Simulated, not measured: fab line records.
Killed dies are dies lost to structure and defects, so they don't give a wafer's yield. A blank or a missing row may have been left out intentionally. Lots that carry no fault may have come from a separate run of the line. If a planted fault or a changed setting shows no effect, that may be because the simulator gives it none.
Which tool was responsible? | flow gf180mcu | Sampling: 14 lots, 39 wafers, 5 of 602 route steps

WHAT THE GAUGES SHOWED, per wafer
GF_STI_THK_MEAS_24. Usual: for STI_CVD_23_THK the level is 648 nm and the standard deviation is 7.4.
lot  | measured    | on            | STI_CVD_23_THK (nm) | flag
L228 | day 2 03:13 | film metro-03 | 655 653 654         |
L229 | day 2 08:16 | film metro-01 | 650 658 658         |
L230 | day 2 14:38 | film metro-02 | 644 635 637         |
L231 | day 2 19:47 | film metro-03 | 649 643 646         |
L233 | day 3 05:28 | film metro-02 | 648 642 644         |
L234 | day 3 14:28 | film metro-01 | 641 639 644         |
L235 | day 3 14:49 | film metro-03 | 656 657 653         |
L236 | day 3 21:38 | film metro-01 | 835 837             | OFF
L237 | day 4 02:33 | film metro-02 | 648 843             | OFF
L238 | day 4 07:40 | film metro-02 | 647 643 655         |
L242 | day 5 03:21 | film metro-02 | 653 856             | OFF
L244 | day 5 13:16 | film metro-02 | 651 641 656         |
L247 | day 6 05:14 | film metro-03 | 655 658 654         |
L248 | day 6 10:23 | film metro-01 | 649 645 656         |

GF_MVSD_OVL_MEAS_07. Usual: for MVSD_OVL the level is 0.3 nm and the standard deviation is 1.3.
lot  | measured    | on         | MVSD_OVL (nm)  | flag
L228 | day 4 09:16 | overlay-02 | -1.7 0.2 0.7   |
L229 | day 4 14:08 | overlay-02 | -0.2 0.1 -0.2  |
L230 | day 4 22:31 | overlay-01 | -0.1 -0.5 0.8  |
L231 | day 5 04:13 | overlay-01 | -2.2 -0.2 0.3  |
L233 | day 5 13:28 | overlay-01 | 0.2 0.5 0.7    |
L234 | day 6 00:32 | overlay-01 | 0.1 1.8 -1.1   |
L235 | day 6 00:53 | overlay-02 | 0.9 0.3 0.6    |
L236 | day 6 10:08 | overlay-01 | 1.3 -0.6       |
L237 | day 6 14:48 | overlay-02 | -0.6 0.5       |
L238 | day 6 19:34 | overlay-02 | 1.2 2.4 1.5    |
L242 | day 7 19:55 | overlay-02 | 1.7 0.8        |
L244 | day 8 06:31 | overlay-02 | 0.2 -0.2 -0.6  |
L247 | day 9 01:31 | overlay-01 | -1.9 -0.9 0.6  |
L248 | day 9 06:13 | overlay-02 | -1.6 -0.9 -1.6 |

GF_V1_CD_MEAS_14 targets a cd of 260 nm. Usual: cd nm 259.6 nm, standard deviation 1.1.
lot  | measured     | on        | cd nm (nm)        | flag
L228 | day 17 21:06 | cd sem-02 | 258.0 260.6 258.6 |
L229 | day 18 02:01 | cd sem-02 | 258.2 257.5 258.2 |
L230 | day 18 14:16 | cd sem-01 | 260.6 258.4 260.1 |
L231 | day 19 02:06 | cd sem-02 | 260.5 259.8 259.8 |
L233 | day 19 21:00 | cd sem-02 | 261.0 260.3 260.0 |
L234 | day 20 09:07 | cd sem-01 | 259.6 258.6 258.0 |
L235 | day 20 14:52 | cd sem-01 | 258.6 258.4 258.2 |
L236 | day 21 06:08 | cd sem-02 | 261.0 260.3       |
L237 | day 21 16:50 | cd sem-02 | 257.9 257.9       |
L238 | day 22 03:39 | cd sem-02 | 259.6 260.6 260.1 |
L242 | day 23 12:06 | cd sem-01 | 259.3 257.2       |
L244 | day 24 04:11 | cd sem-01 | 260.5 259.9 259.2 |
L247 | day 25 08:18 | cd sem-02 | 258.2 257.3 257.3 |
L248 | day 25 09:15 | cd sem-01 | 260.0 259.7 260.9 |

EACH LOT AND THE TOOL THAT RAN IT (in order: tool; ch and the chambers of the sampled wafers; start)
lot  | GF_STI_CVD_23                   | GF_STI_CMP_25
L228 | hdpcvd-02 ch 0,1,2, day 2 03:08 | cmp-01 ch 1,2,3, day 2 03:16
L229 | hdpcvd-02 ch 0,1,2, day 2 08:12 | cmp-01 ch 0,1, day 2 08:18
L230 | hdpcvd-02 ch 0,2, day 2 14:32   | cmp-02 ch 0,1,3, day 2 14:41
L231 | hdpcvd-02 ch 0,1,2, day 2 19:43 | cmp-02 ch 1,2,3, day 2 19:51
L233 | hdpcvd-02 ch 0,1,2, day 3 05:23 | cmp-02 ch 0,3, day 3 05:32
L234 | hdpcvd-02 ch 0,1,2, day 3 14:23 | cmp-02 ch 0,2,3, day 3 14:37
L235 | hdpcvd-01 ch 0,1,2, day 3 14:44 | cmp-01 ch 0,1,3, day 3 14:56
L236 | hdpcvd-02 ch 0, day 3 21:32     | cmp-02 ch 0,3, day 3 22:07
L237 | hdpcvd-02 ch 0,1, day 4 02:29   | cmp-01 ch 3, day 4 02:40
L238 | hdpcvd-01 ch 0,1,2, day 4 07:36 | cmp-01 ch 0,1,2, day 4 07:47
L242 | hdpcvd-02 ch 0,1, day 5 03:16   | cmp-01 ch 1,3, day 5 03:31
L244 | hdpcvd-01 ch 0,1,2, day 5 13:11 | cmp-01 ch 1,2,3, day 5 13:20
L247 | hdpcvd-01 ch 1,2, day 6 05:10   | cmp-02 ch 0,1,2, day 6 05:18
L248 | hdpcvd-01 ch 1,2, day 6 10:19   | cmp-01 ch 2,3, day 6 10:30
- GF_STI_CVD_23: deposits SiO2, target thk 650 nm, time 108.3 s.
- GF_STI_CMP_25: polishes, stops on Si3N4, t overpolish 33 s, target thk 524.6 nm.

AS READ BY THE TOOLS THEMSELVES (means over the sampled wafers that have a number; for cases with no such wafer, the mark the record gives instead)
GF_STI_CMP_25. Usual: motor current A 12.7 A, standard deviation 1.9; retaining ring pressure frac 1.001, standard deviation 0.0057; time to endpoint s 122 s, standard deviation 6.3.
lot  | tool   | motor current A (A) | retaining ring pressure frac | time to endpoint s (s) | flag
L228 | cmp-01 | 13.6                | 1.008                        | 128                    |
L229 | cmp-01 | 15.0                | 1.000                        | 125                    |
L230 | cmp-02 | 11.6                | 1.002                        | 118                    |
L231 | cmp-02 | 11.4                | 1.013                        | 124                    |
L233 | cmp-02 | 10.8                | 1.002                        | 120                    |
L234 | cmp-02 | 11.1                | 1.004                        | 118                    |
L235 | cmp-01 | 13.8                | 1.003                        | 126                    |
L236 | cmp-02 | 11.1                | 0.995                        | 160                    | OFF
L237 | cmp-01 | 13.1                | 1.006                        | 150                    | OFF
L238 | cmp-01 | 14.6                | 1.004                        | 123                    |
L242 | cmp-01 | 12.9                | 1.002                        | 150                    | OFF
L244 | cmp-01 | 13.6                | 1.000                        | 127                    |
L247 | cmp-02 | 11.4                | 0.998                        | 121                    |
L248 | cmp-01 | 14.3                | 0.999                        | 123                    |

THE ANSWER, worked out from the rows above alone
Rule: a lot is off if the mean of its wafers that have a number lies more than 3 standard deviations from the usual mean. A lot without any number at a reading at which 4 lots or more have one is off too. Any other lot the step has rows for is counted as sound. After the gauges, taken in route order, come the tools' own readings; for these a lot's mean is taken, as printed above. At the first step where some lot is off, the reading lying furthest off is the one used; lots without a number count as furthest.
Off: at GF_STI_THK_MEAS_24 (STI_CVD_23_THK), L236, L237, L242.
A tool fits if, at a process step before that reading, it ran every lot that is off, and no sound lot after the first of them. The gauges at GF_STI_THK_MEAS_24 aren't tried: what is off there is off at GF_STI_CMP_25 too, on other tools, and a gauge's error can't cause that. One candidate fits, namely hdpcvd-02 at GF_STI_CVD_23. A fault onset in the window from L234 (day 3 14:23, its last sound lot) to L236 (day 3 21:32, its first lot off) fits.

WHAT THE SIMULATOR HAD INSERTED
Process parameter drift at GF_STI_CVD_23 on hdpcvd-02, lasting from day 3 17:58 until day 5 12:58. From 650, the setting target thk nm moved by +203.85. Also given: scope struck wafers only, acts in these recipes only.
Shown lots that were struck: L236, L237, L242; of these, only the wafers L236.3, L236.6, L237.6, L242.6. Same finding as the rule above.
